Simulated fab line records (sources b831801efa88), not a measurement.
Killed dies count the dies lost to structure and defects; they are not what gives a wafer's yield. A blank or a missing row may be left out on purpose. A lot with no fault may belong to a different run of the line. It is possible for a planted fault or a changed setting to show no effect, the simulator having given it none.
Check for tools in common    flow sky130    13 lots, 39 wafers sampled

WHY THIS WAS OPENED
Of 13 lots, 2 have the reading SD_P_OVL flagged at SKY_SD_P_OVL_MEAS_08. Fault-free wafers read 1.1 nm, with a standard deviation of 1.3.
Rule: a lot is flagged when every wafer of it that has a number lies more than 4 standard deviations from that mean, or none has a number. The rest of the lots are taken to be sound.

lot   measured      on          SD_P_OVL (nm), wafer by wafer  flag
L178  day 26 07:08  overlay-01  2.5 0.7 1.7                    
L179  day 26 12:28  overlay-01  0.7 1.5 1.2                    
L180  day 27 00:35  overlay-01  2.1 0.4 1.4                    
L181  day 27 11:17  overlay-01  0.2 3.7 -0.4                   
L182  day 27 17:27  overlay-02  142.8 141.1 141.8              FLAGGED
L183  day 28 00:59  overlay-02  142.3 142.0 143.4              FLAGGED
L184  day 28 09:30  overlay-02  2.6 1.9 1.1                    
L194  day 31 13:56  overlay-01  0.9 1.2 0.2                    
L197  day 32 15:56  overlay-02  -0.6 0.3 0.0                   
L198  day 32 19:02  overlay-01  0.0 2.3 1.5                    
L199  day 33 01:10  overlay-02  2.2 2.5 1.1                    
L200  day 33 14:41  overlay-01  -3.0 0.7 0.8                   
L201  day 33 23:01  overlay-01  1.7 -1.4 2.2                   
Averaged over the flagged lots the numbers come to 142.2 nm, +141.1 nm from the usual (+99 or more standard deviations).

EACH LOT AND THE TOOL IT RAN ON
The record keeps 1 process step preceding the reading, out of 708 steps on the route. Each cell gives the tool, then ch followed by the chambers the sampled wafers passed through, then the start.
lot   flag     SKY_SD_P_EXPOSE_04
L178           iline stepper-01 ch 0, day 25 16:17
L179           iline stepper-02 ch 0, day 25 22:12
L180           iline stepper-01 ch 0, day 26 10:49
L181           iline stepper-02 ch 0, day 26 19:59
L182  FLAGGED  iline stepper-02 ch 0, day 27 02:25
L183  FLAGGED  iline stepper-02 ch 0, day 27 11:38
L184           iline stepper-01 ch 0, day 27 19:09
L194           iline stepper-01 ch 0, day 31 00:22
L197           iline stepper-01 ch 0, day 32 02:12
L198           iline stepper-01 ch 0, day 32 05:34
L199           iline stepper-01 ch 0, day 32 11:55
L200           iline stepper-01 ch 0, day 33 00:16
L201           iline stepper-01 ch 0, day 33 09:04
What is done by these steps:
- SKY_SD_P_EXPOSE_04: exposes mask PSDM, target cd 380 nm.
- SKY_SD_P_OVL_MEAS_08

FLAGGED OVER TOTAL, TOOL BY TOOL (the gauges that took the reading come last)
step                  tool              lots run  flagged  share of the flagged lots  sound lots run after its first flagged lot
SKY_SD_P_EXPOSE_04    iline stepper-01  9         0        none                       -
SKY_SD_P_EXPOSE_04    iline stepper-02  4         2        all                        0
SKY_SD_P_OVL_MEAS_08  overlay-01        8         0        none                       -
SKY_SD_P_OVL_MEAS_08  overlay-02        5         2        all                        3 (L184,L197,L199)

WHAT THE TABLE ALLOWS
2 rows of the table ran every flagged lot: iline stepper-02 at SKY_SD_P_EXPOSE_04, overlay-02 at SKY_SD_P_OVL_MEAS_08.
- iline stepper-02 at SKY_SD_P_EXPOSE_04 ran 4 lots, 2 of them flagged. A fault beginning between L181 (day 26 19:59), its last sound lot, and L182 (day 27 02:25), its first flagged one, fits the data.
- overlay-02 at SKY_SD_P_OVL_MEAS_08 ran 5 lots, 2 of them flagged. Sound lots ran on it after the first flagged one (L184, L197, L199), which a lasting fault on the whole tool wouldn't allow.
One tool is left: iline stepper-02 at SKY_SD_P_EXPOSE_04.

WHAT THE SIMULATOR HAD INSERTED
Scanner matching overlay: iline stepper-02, from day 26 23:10 on, at SKY_SD_P_EXPOSE_04. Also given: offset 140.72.
Struck lots among those shown: L182, L183. This agrees with what the rule above found.
